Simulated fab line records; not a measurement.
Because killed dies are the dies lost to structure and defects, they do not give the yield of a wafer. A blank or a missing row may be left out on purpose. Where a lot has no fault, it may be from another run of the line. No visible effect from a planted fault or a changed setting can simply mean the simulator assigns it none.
fab line records	flow sky130
record lots=13	wafers=38	lastDay=50
route steps=708 shown VIA1@460 PAD_OPEN@708
lots that met no fault: from a run of the same line without faults
startH: start of the lot's first displayed wafer, in hours after the record's first day	waitH: hours from the lot's prior step to this one	" same as the row above	L1.1+2: a single row standing in for several wafers	- value missing, or start not given	* or withheld: withheld	< > ~ a bound
route shown NAME@n: names a module that has steps shown in the file, with the first one's number in the route	usual: average and standard deviation across the fault-free wafers	same: alike in all rows	chamber/n: place in a boat	sites: readings site by site	_std_site: standard deviation of those values	_edge_site: inner sites' mean taken away from outer sites' mean	radiusMm: for every site, how far away it sits from the centre of the wafer	mask NAME#n: copy n	behind: the most recent tool/chamber to have shaped the wafer	hold: why the lot was held/for how many hours/how that ended	device: transistor that didn't switch, given as n, p or np	end of line: tests run on the same wafers once the route is complete	a step given without rows: its recipe and nothing more	killed: dies that structure and defects cost at the first sort, which is not the same as the wafer's yield	map: shows each die of a wafer: x if killed, . if not, _ if none is there
set.NAME: setting as actually run; set.NAME@STEP: the setting as run at that earlier step	model.NAME: the simulator's own value behind a step, which no gauge read
the route's steps for a sample of lots (tables are steps, rows are wafers)
services: a tool's chamber out of use, with start hour (startH, from the record's first day; less than 0 if before it), hours out, and reason
## steps
# step SKY_VIA1_CMP_02
# recipe material=SiO2	downForcePsi=4	platenRpm=60	padVelocityMS=0.94248
# usual motorCurrentA=12.2/1.4
lot.wafer	tool	chamber	startH	waitH	motorCurrentA
L500.1	cmp-02	0	762.85	0.1	11.8
L500.4	"	1	"	"	11.9
L500.6	"	0	"	"	12.7
L503.1	cmp-01	1	778.89	0.1	12.9
L503.3	"	0	"	"	12.7
L503.5	"	1	"	"	12.9
L504.3	cmp-02	3	794.41	0.0	9.8
L504.4	"	0	"	"	11.5
L504.2	"	1	"	"	11.8
L505.2	cmp-02	0	804.17	0.0	12.1
L505.3	"	1	"	"	11.6
L505.6	"	1	"	"	12.0
L509.2	cmp-02	3	835.65	0.1	10.5
L509.6	"	3	"	"	10.4
L515.1	cmp-01	0	883.51	0.1	13.3
L515.3	"	2	"	"	9.8
L515.5	"	0	"	"	12.7
L516.4	cmp-01	1	887.44	0.0	13.5
L516.5	"	1	"	"	13.2
L516.6	"	2	"	"	10.2
L517.1	cmp-02	1	899.76	0.1	11.3
L517.5	"	0	"	"	12.1
L517.6	"	1	"	"	12.1
L520.2	cmp-02	1	910.67	0.0	11.4
L520.1	"	2	"	"	13.2
L520.6	"	1	"	"	11.7
L519.3	cmp-02	2	913.81	0.0	14.3
L519.2	"	3	"	"	9.8
L519.5	"	2	"	"	14.0
L521.1	cmp-01	2	915.66	0.1	8.9
L521.2	"	1	"	"	12.3
L521.6	"	3	"	"	13.3
L522.1	cmp-02	0	925.75	0.1	12.2
L522.4	"	1	"	"	11.5
L522.2	"	2	"	"	13.8
L523.4	cmp-02	0	928.97	0.3	12.3
L523.1	"	1	"	"	11.0
L523.5	"	0	"	"	12.0
# step SKY_PAD_OPEN_PROBE_99
# usual defectLimitedYield=82.7/1.8	killed_at_M0_to_M3=44/6.8	killed_at_M4_up=3.2/1.7	killedAtContacts=24/4.9	killedAtFrontEnd=14/4.1	killedAtOther=0.2/0.51	killedDies=85/8.7	killedOnRim=16/4	killedOpen=46/6.8	killedShort=39/6.1
# same grossDies=492	killedAtBackSide=0
lot.wafer	tool	chamber	startH	waitH	defectLimitedYield[%]	killed_at_M0_to_M3	killed_at_M4_up	killedAtContacts	killedAtFrontEnd	killedAtOther	killedDies	killedOnRim	killedOpen	killedShort
L500.1	prober-02	-	1075.81	0.1	83.7	41	3	24	12	0	80	12	45	35
L500.4	prober-02	-	1075.96	0.2	82.1	47	4	30	7	0	88	19	48	40
L500.6	prober-02	-	1076.06	0.2	83.5	41	3	26	11	0	81	20	46	35
L503.1	prober-01	-	1084.32	0.1	84.6	34	2	17	23	0	76	16	39	37
L503.3	prober-01	-	1084.42	0.2	80.9	43	5	29	17	0	94	14	53	41
L503.5	prober-01	-	1084.52	0.2	83.9	33	5	25	16	0	79	17	44	35
L504.2	prober-02	-	1098.64	0.1	84.1	34	4	28	12	0	78	19	42	36
L504.3	prober-02	-	1098.69	0.2	82.9	40	2	24	18	0	84	16	39	45
L504.4	prober-02	-	1098.74	0.2	78.3	54	5	27	20	1	107	26	64	43
L505.2	prober-01	-	1104.54	0.1	80.1	62	4	23	8	1	98	27	60	38
L505.3	prober-01	-	1104.59	0.2	82.1	51	1	26	9	1	88	19	50	38
L505.6	prober-01	-	1104.74	0.2	84.1	43	3	19	13	0	78	14	36	42
L509.2	prober-01	-	1131.59	0.1	5.3	423	3	27	13	0	466	96	43	39
L509.6	prober-01	-	1131.79	0.2	9.3	411	3	23	9	0	446	96	38	36
L515.1	prober-01	-	1169.72	0.1	80.9	43	4	25	22	0	94	18	52	42
L515.3	prober-01	-	1169.82	0.2	81.1	50	1	25	17	0	93	18	56	37
L515.5	prober-01	-	1169.92	0.2	82.7	39	4	28	14	0	85	19	38	47
L516.4	prober-02	-	1171.37	0.2	85.0	32	5	16	21	0	74	20	35	39
L516.5	prober-02	-	1171.42	0.2	84.3	32	5	22	18	0	77	17	36	41
L516.6	prober-02	-	1171.47	0.2	85.4	37	2	15	18	0	72	16	37	35
L517.1	prober-01	-	1173.27	0.1	78.5	55	6	25	19	1	106	23	55	51
L517.5	prober-01	-	1173.47	0.2	83.5	56	5	13	5	2	81	17	35	46
L517.6	prober-01	-	1173.52	0.2	80.1	45	6	31	16	0	98	24	54	44
L520.1	prober-01	-	1181.02	0.1	80.5	44	5	37	10	0	96	14	59	37
L520.2	prober-01	-	1181.07	0.1	81.5	32	4	38	17	0	91	16	52	39
L520.6	prober-01	-	1181.27	0.2	81.9	49	5	21	14	0	89	15	50	39
L519.2	prober-02	-	1184.46	0.1	83.3	46	0	25	11	0	82	17	30	52
L519.3	prober-02	-	1184.51	0.2	83.7	43	0	22	15	0	80	8	48	32
L519.5	prober-02	-	1184.61	0.2	82.5	50	2	21	12	1	86	15	46	40
L521.1	prober-01	-	1185.36	0.1	82.7	46	3	21	15	0	85	20	53	32
L521.2	prober-01	-	1185.41	0.1	81.1	47	2	26	18	0	93	14	56	37
L521.6	prober-01	-	1185.61	0.2	81.5	50	4	25	11	1	91	19	48	43
L522.1	prober-02	-	1194.18	0.1	83.9	43	3	24	9	0	79	17	47	32
L522.2	prober-02	-	1194.23	0.1	80.7	51	5	25	14	0	95	19	51	44
L522.4	prober-02	-	1194.33	0.2	82.9	43	2	26	13	0	84	21	46	38
L523.1	prober-01	-	1196.46	0.1	82.9	48	0	24	12	0	84	19	45	39
L523.4	prober-01	-	1196.61	0.2	84.6	38	2	18	18	0	76	11	34	42
L523.5	prober-01	-	1196.66	0.2	82.5	41	0	27	18	0	86	16	41	45
# killed by level:class
L500.1 CONTACT:geometricParticle:open=11 VIA1:geometricParticle:open=10 VIA1:geometricParticle:short=7 VIA3:geometricParticle:open=6 POLY_GATE:geometricParticle:open=5 LOCAL_INTERCONNECT:geometricParticle:short=4 CONTACT:geometricParticle:short=4 METAL2:geometricParticle:short=4
L500.4 VIA1:geometricParticle:open=10 VIA2:geometricParticle:open=9 LI_CONTACT:geometricParticle:open=8 CONTACT:geometricParticle:open=7 METAL2:geometricParticle:short=6 LI_CONTACT:geometricParticle:short=5 CONTACT:geometricParticle:short=5 VIA3:geometricParticle:short=5
L500.6 CONTACT:geometricParticle:open=13 VIA1:geometricParticle:open=12 VIA3:geometricParticle:open=8 VIA2:geometricParticle:short=7 POLY_GATE:geometricParticle:open=6 LOCAL_INTERCONNECT:geometricParticle:short=6 LI_CONTACT:geometricParticle:open=5 VIA1:geometricParticle:short=4
L503.1 POLY_GATE:geometricParticle:short=7 CONTACT:geometricParticle:open=6 VIA1:geometricParticle:open=6 LOCAL_INTERCONNECT:geometricParticle:short=5 POLY_GATE:geometricParticle:open=5 VIA2:geometricParticle:open=5 VIA3:geometricParticle:open=5 VIA3:geometricParticle:short=5
L503.3 VIA1:geometricParticle:open=13 CONTACT:geometricParticle:open=10 VIA3:geometricParticle:open=10 CONTACT:geometricParticle:short=8 FIELD_ISO:geometricParticle:open=7 LI_CONTACT:geometricParticle:open=6 METAL2:geometricParticle:short=6 FIELD_ISO:geometricParticle:short=5
L503.5 CONTACT:geometricParticle:open=9 VIA2:geometricParticle:open=7 LI_CONTACT:geometricParticle:open=6 VIA1:geometricParticle:open=6 FIELD_ISO:geometricParticle:open=5 METAL2:geometricParticle:short=5 LI_CONTACT:geometricParticle:short=4 VIA1:geometricParticle:short=4
L504.2 LI_CONTACT:geometricParticle:open=12 VIA1:geometricParticle:open=6 LOCAL_INTERCONNECT:geometricParticle:short=5 CONTACT:geometricParticle:open=5 VIA2:geometricParticle:short=5 VIA2:geometricParticle:open=5 FIELD_ISO:geometricParticle:short=4 VIA1:geometricParticle:short=4
L504.3 CONTACT:geometricParticle:open=9 FIELD_ISO:geometricParticle:open=5 LI_CONTACT:geometricParticle:open=5 CONTACT:geometricParticle:short=5 METAL1:geometricParticle:short=5 VIA1:geometricParticle:short=5 VIA1:geometricParticle:open=5 METAL2:geometricParticle:short=5
L504.4 VIA3:geometricParticle:open=11 CONTACT:geometricParticle:open=11 VIA1:geometricParticle:open=10 VIA2:geometricParticle:open=9 VIA1:geometricParticle:short=8 FIELD_ISO:geometricParticle:open=7 LI_CONTACT:geometricParticle:open=7 METAL2:geometricParticle:short=7
L505.2 VIA1:geometricParticle:open=14 VIA3:geometricParticle:open=11 LI_CONTACT:geometricParticle:open=9 VIA2:geometricParticle:open=9 METAL1:geometricParticle:short=8 CONTACT:geometricParticle:open=7 VIA3:geometricParticle:short=5 FIELD_ISO:geometricParticle:short=3
L505.3 VIA1:geometricParticle:open=16 CONTACT:geometricParticle:open=10 METAL1:geometricParticle:short=7 CONTACT:geometricParticle:short=6 METAL2:geometricParticle:short=6 VIA3:geometricParticle:open=6 LI_CONTACT:geometricParticle:short=5 VIA2:geometricParticle:short=4
L505.6 METAL1:geometricParticle:short=6 VIA3:geometricParticle:short=5 LI_CONTACT:geometricParticle:short=5 LI_CONTACT:geometricParticle:open=5 CONTACT:geometricParticle:open=5 VIA1:geometricParticle:short=5 VIA3:geometricParticle:open=5 METAL2:geometricParticle:short=5
L509.2 VIA1:areaEtch=384 CONTACT:geometricParticle:open=10 VIA2:geometricParticle:open=8 VIA1:geometricParticle:open=6 FIELD_ISO:geometricParticle:open=5 VIA3:geometricParticle:open=5 LOCAL_INTERCONNECT:geometricParticle:short=5 CONTACT:geometricParticle:short=5
L509.6 VIA1:areaEtch=372 VIA1:geometricParticle:open=11 CONTACT:geometricParticle:open=9 METAL2:geometricParticle:short=6 LI_CONTACT:geometricParticle:open=5 VIA1:geometricParticle:short=5 POLY_GATE:geometricParticle:open=4 LI_CONTACT:geometricParticle:short=4
L515.1 VIA1:geometricParticle:open=12 CONTACT:geometricParticle:open=10 METAL2:geometricParticle:short=7 POLY_GATE:geometricParticle:short=6 LOCAL_INTERCONNECT:geometricParticle:short=6 VIA2:geometricParticle:open=6 FIELD_ISO:geometricParticle:open=5 POLY_GATE:geometricParticle:open=5
L515.3 CONTACT:geometricParticle:open=10 VIA1:geometricParticle:open=10 VIA2:geometricParticle:open=9 LI_CONTACT:geometricParticle:open=8 VIA3:geometricParticle:open=6 VIA3:geometricParticle:short=6 FIELD_ISO:geometricParticle:open=5 VIA1:geometricParticle:short=5
L515.5 CONTACT:geometricParticle:short=9 VIA3:geometricParticle:open=8 VIA1:geometricParticle:open=8 CONTACT:geometricParticle:open=7 VIA2:geometricParticle:open=6 POLY_GATE:geometricParticle:short=5 LOCAL_INTERCONNECT:geometricParticle:short=5 METAL1:geometricParticle:short=5
L516.4 VIA1:geometricParticle:open=9 METAL1:geometricParticle:short=7 FIELD_ISO:geometricParticle:short=5 VIA3:geometricParticle:open=5 POLY_GATE:geometricParticle:short=4 LI_CONTACT:geometricParticle:short=4 CONTACT:geometricParticle:open=4 METAL4:geometricParticle:short=4
L516.5 CONTACT:geometricParticle:open=8 VIA1:geometricParticle:short=7 VIA3:geometricParticle:open=7 FIELD_ISO:geometricParticle:short=6 METAL2:geometricParticle:short=6 POLY_GATE:geometricParticle:open=4 LOCAL_INTERCONNECT:geometricParticle:short=4 CONTACT:geometricParticle:short=4
L516.6 VIA1:geometricParticle:open=10 VIA3:geometricParticle:open=7 FIELD_ISO:geometricParticle:short=6 VIA1:geometricParticle:short=6 FIELD_ISO:geometricParticle:open=4 POLY_GATE:geometricParticle:short=4 LI_CONTACT:geometricParticle:open=4 LOCAL_INTERCONNECT:geometricParticle:short=4
L517.1 VIA1:geometricParticle:open=12 VIA2:geometricParticle:open=11 CONTACT:geometricParticle:open=11 FIELD_ISO:geometricParticle:short=8 VIA1:geometricParticle:short=8 CONTACT:geometricParticle:short=5 VIA2:geometricParticle:short=5 VIA3:geometricParticle:short=5
L517.5 METAL2:geometricParticle:short=11 VIA1:geometricParticle:open=10 VIA2:geometricParticle:open=9 METAL1:geometricParticle:short=8 VIA3:geometricParticle:open=6 VIA1:geometricParticle:short=5 FIELD_ISO:geometricParticle:short=4 LOCAL_INTERCONNECT:geometricParticle:short=4
L517.6 VIA1:geometricParticle:open=13 LI_CONTACT:geometricParticle:open=11 LOCAL_INTERCONNECT:geometricParticle:short=6 METAL4:geometricParticle:short=6 VIA3:geometricParticle:open=6 METAL1:geometricParticle:short=5 CONTACT:geometricParticle:open=5 FIELD_ISO:geometricParticle:open=4
L520.1 LI_CONTACT:geometricParticle:open=14 CONTACT:geometricParticle:open=14 VIA2:geometricParticle:open=9 VIA1:geometricParticle:open=8 METAL2:geometricParticle:short=6 VIA3:geometricParticle:open=5 FIELD_ISO:geometricParticle:short=4 VIA1:geometricParticle:short=4
L520.2 LI_CONTACT:geometricParticle:open=12 CONTACT:geometricParticle:open=12 VIA1:geometricParticle:open=9 METAL2:geometricParticle:short=7 CONTACT:geometricParticle:short=7 FIELD_ISO:geometricParticle:open=6 LI_CONTACT:geometricParticle:short=6 POLY_GATE:geometricParticle:open=5
L520.6 VIA1:geometricParticle:open=15 CONTACT:geometricParticle:open=11 VIA3:geometricParticle:open=9 METAL2:geometricParticle:short=7 VIA3:geometricParticle:short=6 VIA1:geometricParticle:short=5 FIELD_ISO:geometricParticle:open=4 POLY_GATE:geometricParticle:open=3
L519.2 CONTACT:geometricParticle:short=9 METAL2:geometricParticle:short=7 VIA1:geometricParticle:short=7 METAL3:geometricParticle:short=7 CONTACT:geometricParticle:open=6 METAL1:geometricParticle:short=6 LI_CONTACT:geometricParticle:open=5 VIA3:geometricParticle:open=5
L519.3 CONTACT:geometricParticle:open=10 VIA2:geometricParticle:open=9 LI_CONTACT:geometricParticle:open=7 VIA1:geometricParticle:open=7 VIA3:geometricParticle:open=6 METAL1:geometricParticle:short=5 FIELD_ISO:geometricParticle:short=4 METAL2:geometricParticle:short=4
L519.5 VIA1:geometricParticle:open=15 CONTACT:geometricParticle:open=8 LI_CONTACT:geometricParticle:open=7 METAL1:geometricParticle:short=6 VIA1:geometricParticle:short=6 METAL2:geometricParticle:short=6 FIELD_ISO:geometricParticle:open=4 POLY_GATE:geometricParticle:short=4
L521.1 VIA1:geometricParticle:open=10 VIA2:geometricParticle:open=10 LI_CONTACT:geometricParticle:open=7 CONTACT:geometricParticle:open=7 VIA3:geometricParticle:open=6 POLY_GATE:geometricParticle:open=5 FIELD_ISO:geometricParticle:short=4 METAL2:geometricParticle:short=4
L521.2 VIA1:geometricParticle:open=12 VIA2:geometricParticle:open=9 LI_CONTACT:geometricParticle:open=8 CONTACT:geometricParticle:open=8 METAL1:geometricParticle:short=8 POLY_GATE:geometricParticle:open=7 METAL2:geometricParticle:short=7 VIA3:geometricParticle:open=6
L521.6 VIA1:geometricParticle:open=11 CONTACT:geometricParticle:open=10 METAL1:geometricParticle:short=8 LI_CONTACT:geometricParticle:open=7 VIA3:geometricParticle:open=7 VIA2:geometricParticle:open=5 POLY_GATE:geometricParticle:open=4 VIA3:geometricParticle:short=4
L522.1 VIA1:geometricParticle:open=11 VIA2:geometricParticle:open=9 CONTACT:geometricParticle:open=9 LI_CONTACT:geometricParticle:open=6 FIELD_ISO:geometricParticle:short=4 CONTACT:geometricParticle:short=4 METAL1:geometricParticle:short=4 VIA3:geometricParticle:short=4
L522.2 LI_CONTACT:geometricParticle:open=9 CONTACT:geometricParticle:open=8 VIA3:geometricParticle:open=8 VIA2:geometricParticle:open=8 VIA1:geometricParticle:open=7 METAL1:geometricParticle:short=6 VIA1:geometricParticle:short=6 METAL3:geometricParticle:short=5
L522.4 VIA2:geometricParticle:open=11 CONTACT:geometricParticle:open=8 VIA1:geometricParticle:open=7 FIELD_ISO:geometricParticle:short=6 METAL2:geometricParticle:short=6 METAL1:geometricParticle:short=6 FIELD_ISO:geometricParticle:open=5 LI_CONTACT:geometricParticle:open=5
L523.1 VIA1:geometricParticle:open=9 CONTACT:geometricParticle:open=8 VIA3:geometricParticle:short=7 LI_CONTACT:geometricParticle:open=7 METAL1:geometricParticle:short=7 LOCAL_INTERCONNECT:geometricParticle:short=6 VIA2:geometricParticle:short=5 VIA2:geometricParticle:open=5
L523.4 METAL1:geometricParticle:short=8 VIA3:geometricParticle:open=7 CONTACT:geometricParticle:short=6 METAL2:geometricParticle:short=6 FIELD_ISO:geometricParticle:short=5 POLY_GATE:geometricParticle:open=5 CONTACT:geometricParticle:open=5 VIA1:geometricParticle:open=5
L523.5 LI_CONTACT:geometricParticle:open=8 VIA1:geometricParticle:open=8 CONTACT:geometricParticle:open=7 METAL1:geometricParticle:short=7 FIELD_ISO:geometricParticle:short=6 POLY_GATE:geometricParticle:short=6 VIA3:geometricParticle:open=5 POLY_GATE:geometricParticle:open=5
## services
tool	chamber	startH	hours	kind
cmp-02	-	744.00	4.0	pm
cmp-02	-	748.00	-	consumableReplace:conditioner
cmp-02	-	748.00	-	consumableReplace:pad
cmp-02	-	751.82	7.6	pm
cmp-01	-	786.15	4.3	repair
cmp-01	-	826.63	3.8	pm
cmp-01	-	833.79	0.7	repair
cmp-01	-	860.22	4.5	repair
cmp-01	-	880.50	1.1	repair
cmp-01	-	907.57	6.3	repair
cmp-01	-	925.51	4.0	pm
## key
firstSign step=SKY_PAD_OPEN_PROBE_99	reading=killed_at_M0_to_M3	direction=up	sigmas=55	usual=44	struck=417
effect step=SKY_PAD_OPEN_PROBE_99	reading=defectLimitedYield	direction=down	sigmas=42	usual=82.7	struck=7.3
moreKillsBornAt SKY_VIA1_ETCH_15@rieDiel-01=756
metAt SKY_VIA1_CMP_02
struckLots L509
struckWafers L509.2,L509.6
laterRowsLeftOut L509.2,L509.6
onsetBetween 804.17 835.65
fault kind=processParameterDrift	tool=cmp-02	chamber=-	onsetH=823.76	steps=SKY_VIA1_CMP_02	channel=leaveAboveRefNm	offset=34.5	shape=step	endH=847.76	scope=struckWafersOnly	actsIn=theseRecipesOnly	stated=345
# laterRowsLeftOut: the simulator's readings of these wafers behind a module that went badly wrong aren't trusted and aren't shown, but for the sort
